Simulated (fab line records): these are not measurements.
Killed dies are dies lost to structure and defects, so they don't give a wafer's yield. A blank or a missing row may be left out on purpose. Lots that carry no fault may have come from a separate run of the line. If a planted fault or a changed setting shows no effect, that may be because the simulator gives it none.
A struck lot beside a sound one -- flow sky130 -- 14 out of 708 route steps
Sound: these wafers, L794.1, L794.5, L794.6. Wafers L787.2, L787.5, L787.6 were the ones struck. The cause comes at the end.
Order at every step that has rows: each side's tool, ch and its chambers, its first start. Under that, the readings that differ: sound wafers -- struck wafers -- difference of the means -- sigmas: that difference in standard deviations of wafers without a fault.
alike: words and numbers the same on both sides, and readings whose means are apart by under 2 such deviations; not compared: readings that were withheld, readings missing a value for some wafer, numbers with overlapping values and no deviation given by the record, and bounds like >300 which may hide the same value.
A row with sigmas, a row that says differs or no value, or rows on one side alone: a step with any of these is where the two part. When numbers do not overlap yet have no deviation, they are printed without sigmas and do not part them. A reading that every wafer of one side lacks parts them only if that side has two wafers or more.

first, 8 steps without rows for these wafers: SKY_VIA1_DEHYDRATE_04 (time 60 s); SKY_VIA1_HMDS_05 (prime time 60 s); SKY_VIA1_COAT_06 (resist thk 60 nm); SKY_VIA1_COAT_07 (resist thk 450 nm); SKY_VIA1_SOFTBAKE_08 (time 87.2 s); SKY_VIA1_EXPOSE_09 (exposes mask VIM, target cd 150 nm); SKY_VIA1_PEB_10; SKY_VIA1_DEVELOP_11 (develop time 60 s).
SKY_VIA1_CD_MEAS_12: the cd target is 150 nm.
  sound on cd sem-01 at day 40 20:19; struck on cd sem-02 at day 38 13:47
  alike: cd nm
SKY_VIA1_OVL_MEAS_13:
  sound on overlay-01 at day 40 20:26; struck on overlay-01 at day 38 13:53
  alike: VIA1_OVL
SKY_VIA1_ETCH_14: etches BARC in N2/H2, stops on SiO2, time 45.9 s, target depth 60 nm.
  sound on rie diel-04 ch 1,2,3, day 40 20:28; struck on rie diel-03 ch 1,2,3, day 38 13:55
  alike: drypump motor current A, oes product au, throttle valve pct
  not compared: rf hours counter h
SKY_VIA1_ETCH_15: etches SiO2 in C4F8/O2/Ar, stops on TiN, target depth 351 nm, time 54 s.
  sound on rie diel-04 ch 1,2,3, day 40 20:31; struck on rie diel-03 ch 1,2,3, day 38 13:58
  alike: oes product au
  not compared: rf hours counter h
SKY_VIA1_STRIP_16: strips in O2/N2.
  sound on plasma asher-04 ch 0,1, day 40 20:34; struck on plasma asher-02 ch 0,1, day 38 14:01
  no value came back on the struck wafers for chamber pressure mTorr (mTorr), drypump motor current A (A), oes product au (a.u.), strip time to endpoint s (s); on the sound wafers chamber pressure mTorr (mTorr) reads 1499.3 1496.5 1502.1
reading,sound,struck,difference,sigmas
model.KrF-thick_of_VIA1_COAT_07.thk nm (nm),0 0 0,320.1 318.9 322.2,+320.4,
  not compared: rf hours counter h
then, 1 step without rows for these wafers: SKY_VIA1_STRIP_17 (strips in post etch residue remover, time 1200 s).

== WHERE THEY PART ==
SKY_VIA1_STRIP_16 only, going by this record.

WHY: what the simulator had put in
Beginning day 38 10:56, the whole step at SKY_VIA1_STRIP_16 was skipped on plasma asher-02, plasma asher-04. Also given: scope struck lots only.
